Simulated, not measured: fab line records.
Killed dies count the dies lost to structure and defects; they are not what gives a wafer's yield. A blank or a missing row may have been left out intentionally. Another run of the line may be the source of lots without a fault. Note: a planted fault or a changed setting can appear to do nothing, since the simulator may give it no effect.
Which tool is to blame? | flow gf180mcu | 10 lots with 30 wafers sampled at 5 steps, on a route of 602 steps

== WHAT THE GAUGES SHOWED, per wafer ==
GF_V5_RS_MEAS_24: uses a four-point probe to measure. Usual: V5_W_RS 0.329 ohm/sq, standard deviation 0.0041.
lot  | measured     | on           | V5_W_RS (ohm/sq)                    | flag
L703 | day 28 00:08 | filmMetro-01 | 0.340 0.329 0.330                   | 
L705 | day 28 19:10 | filmMetro-04 | 0.335 0.333 0.325                   | 
L707 | day 29 04:31 | filmMetro-04 | 0.327 0.333 0.330                   | 
L708 | day 29 08:47 | filmMetro-02 | 0.325 0.325 0.326                   | 
L710 | day 30 00:11 | filmMetro-04 | 0.329 0.330 0.333                   | 
L711 | day 30 07:32 | filmMetro-02 | 0.329 0.330 0.324                   | 
L713 | day 30 23:12 | filmMetro-02 | 0.328 0.335 0.328                   | 
L715 | day 31 09:16 | filmMetro-01 | 0.283 0.332 0.332 0.282 0.332 0.332 | OFF
L716 | day 31 12:33 | filmMetro-01 | 0.283 0.333 0.284 0.283 0.333 0.284 | OFF
L720 | day 32 15:31 | filmMetro-04 | 0.327 0.332 0.329                   | 

GF_V5_THK_MEAS_25: measures by xrf. Usual: V5_W_THK 354 nm, standard deviation 4.8.
lot  | measured     | on           | V5_W_THK (nm)           | flag
L703 | day 28 00:14 | filmMetro-01 | 341 355 352             | 
L705 | day 28 19:17 | filmMetro-04 | 350 352 359             | 
L707 | day 29 04:37 | filmMetro-04 | 357 350 352             | 
L708 | day 29 08:53 | filmMetro-02 | 362 362 362             | 
L710 | day 30 00:17 | filmMetro-04 | 359 354 354             | 
L711 | day 30 07:38 | filmMetro-02 | 355 356 361             | 
L713 | day 30 23:17 | filmMetro-02 | 356 349 358             | 
L715 | day 31 11:47 | filmMetro-01 | 410 351 349 411 350 351 | OFF
L716 | day 31 18:00 | filmMetro-01 | 410 348 409 413 349 413 | OFF
L720 | day 32 15:37 | filmMetro-04 | 358 354 355             | 

== WHICH TOOL RAN EACH LOT (tool, then ch and the chambers of the sampled wafers, then the start) ==
lot  | GF_M5_METAL_ETCH_10              | GF_V5_STRIP_18                      | GF_V5_CVD_23
L703 | rieMetal-04 ch 0,1, day 27 01:16 | plasmaAsher-01 ch 0,1, day 27 23:22 | cvdW-01 ch 0,1, day 28 00:00
L705 | rieMetal-03 ch 0,1, day 27 20:43 | plasmaAsher-03 ch 0,1, day 28 18:24 | cvdW-01 ch 0,1, day 28 19:04
L707 | rieMetal-03 ch 0,1, day 28 06:57 | plasmaAsher-02 ch 0,1, day 29 03:46 | cvdW-01 ch 0,1, day 29 04:24
L708 | rieMetal-03 ch 0,1, day 28 11:01 | plasmaAsher-02 ch 0,1, day 29 08:01 | cvdW-02 ch 0,1, day 29 08:39
L710 | rieMetal-03 ch 0,1, day 29 02:58 | plasmaAsher-01 ch 0,1, day 29 23:25 | cvdW-01 ch 0,1, day 30 00:03
L711 | rieMetal-02 ch 0,1, day 29 09:37 | plasmaAsher-03 ch 0,1, day 30 06:22 | cvdW-01 ch 0,1, day 30 07:24
L713 | rieMetal-04 ch 1, day 30 02:51   | plasmaAsher-01 ch 0,1, day 30 22:23 | cvdW-01 ch 0,1, day 30 23:04
L715 | rieMetal-04 ch 1, day 30 13:03   | plasmaAsher-01 ch 0,1, day 31 08:30 | cvdW-01 ch 0,1, day 31 09:10
L716 | rieMetal-04 ch 0,1, day 30 16:12 | plasmaAsher-02 ch 0,1, day 31 11:48 | cvdW-01 ch 0,1, day 31 12:26
L720 | rieMetal-02 ch 0,1, day 31 20:52 | plasmaAsher-01 ch 0,1, day 32 14:45 | cvdW-02 ch 0,1, day 32 15:23
- GF_M5_METAL_ETCH_10: etches the open film in Cl2/BCl3, stops on SiO2, target depth 750.8 nm, time 125.1 s.
- GF_V5_STRIP_18: strips in O2/N2.
- GF_V5_CVD_23: deposits W, target thk 350 nm, time 104.9 s.

== WHAT THE TOOLS THEMSELVES READ (means of the sampled wafers that have a number; where no wafer has one, the mark that the record gives instead) ==
GF_M5_METAL_ETCH_10. Usual: bcl3FlowSccm 40.03 sccm, standard deviation 0.12; drypumpMotorCurrentA 5.98 A, standard deviation 0.17; oesProductAu 0.991 a.u., standard deviation 0.0056; throttleValvePct 28.229 %, standard deviation 0.0097.
lot  | tool        | bcl3FlowSccm (sccm) | drypumpMotorCurrentA (A) | oesProductAu (a.u.) | throttleValvePct (%) | flag
L703 | rieMetal-04 | 40.06               | 5.91                     | 0.989               | 28.236               | 
L705 | rieMetal-03 | 40.26               | 5.83                     | 0.986               | 28.230               | 
L707 | rieMetal-03 | 40.09               | 5.82                     | 0.988               | 28.230               | 
L708 | rieMetal-03 | 39.95               | 5.84                     | 0.987               | 28.235               | 
L710 | rieMetal-03 | 40.02               | 5.85                     | 0.987               | 28.232               | 
L711 | rieMetal-02 | 40.13               | 6.17                     | 0.989               | 28.227               | 
L713 | rieMetal-04 | 40.12               | 5.84                     | 0.990               | 28.228               | 
L715 | rieMetal-04 | 39.90               | 5.79                     | 0.993               | 28.234               | 
L716 | rieMetal-04 | 39.95               | 5.88                     | 0.985               | 28.222               | 
L720 | rieMetal-02 | 40.02               | 6.16                     | 0.994               | 28.226               | 

GF_V5_STRIP_18. Usual: drypumpMotorCurrentA 5.60 A, standard deviation 0.24; heaterPowerW 323 W, standard deviation 35; oesProductAu 0.569 a.u., standard deviation 0.0047.
lot  | tool           | drypumpMotorCurrentA (A) | heaterPowerW (W) | oesProductAu (a.u.) | flag
L703 | plasmaAsher-01 | 5.64                     | 357              | 0.566               | 
L705 | plasmaAsher-03 | 4.95                     | 292              | 0.568               | 
L707 | plasmaAsher-02 | 5.69                     | 292              | 0.567               | 
L708 | plasmaAsher-02 | 5.70                     | 308              | 0.567               | 
L710 | plasmaAsher-01 | 5.62                     | 363              | 0.567               | 
L711 | plasmaAsher-03 | 5.13                     | 310              | 0.568               | 
L713 | plasmaAsher-01 | 5.64                     | 360              | 0.572               | 
L715 | plasmaAsher-01 | 5.71                     | 365              | 0.568               | 
L716 | plasmaAsher-02 | 5.67                     | 314              | 0.569               | 
L720 | plasmaAsher-01 | 5.66                     | 364              | 0.571               | 

GF_V5_CVD_23. Usual: heaterPowerW 923 W, standard deviation 72; susceptorTempC 399.98 C, standard deviation 0.22.
lot  | tool    | heaterPowerW (W) | susceptorTempC (C) | flag
L703 | cvdW-01 | 960              | 400.06             | 
L705 | cvdW-01 | 969              | 399.93             | 
L707 | cvdW-01 | 976              | 400.35             | 
L708 | cvdW-02 | 872              | 400.27             | 
L710 | cvdW-01 | 974              | 399.99             | 
L711 | cvdW-01 | 971              | 399.90             | 
L713 | cvdW-01 | 983              | 399.81             | 
L715 | cvdW-01 | 963              | 400.09             | 
L716 | cvdW-01 | 986              | 399.87             | 
L720 | cvdW-02 | 874              | 399.85             | 

== THE ANSWER, worked out from the rows above alone ==
Rule: take the mean of a lot's wafers that have a number; if it is more than 3 standard deviations from the usual mean, the lot is off. Also off: a lot with no number at a reading for which 4 or more lots have one. All remaining lots with rows at the step are treated as sound. After the gauges, taken in route order, come the tools' own readings; for these a lot's mean is taken, as printed above. At the first step where some lot is off, the reading lying furthest off is the one used; lots without a number count as furthest.
Off: L715, L716, seen at GF_V5_RS_MEAS_24 (V5_W_RS).
A tool fits if, at a process step before that reading, it ran every lot that is off, and no sound lot after the first of them. The gauges at GF_V5_RS_MEAS_24 are tried like those tools. Can't be told from this: 3 tools fit, rieMetal-04 at GF_M5_METAL_ETCH_10, cvdW-01 at GF_V5_CVD_23, filmMetro-01 at GF_V5_RS_MEAS_24.

== WHAT HAD BEEN PUT IN BY THE SIMULATOR ==
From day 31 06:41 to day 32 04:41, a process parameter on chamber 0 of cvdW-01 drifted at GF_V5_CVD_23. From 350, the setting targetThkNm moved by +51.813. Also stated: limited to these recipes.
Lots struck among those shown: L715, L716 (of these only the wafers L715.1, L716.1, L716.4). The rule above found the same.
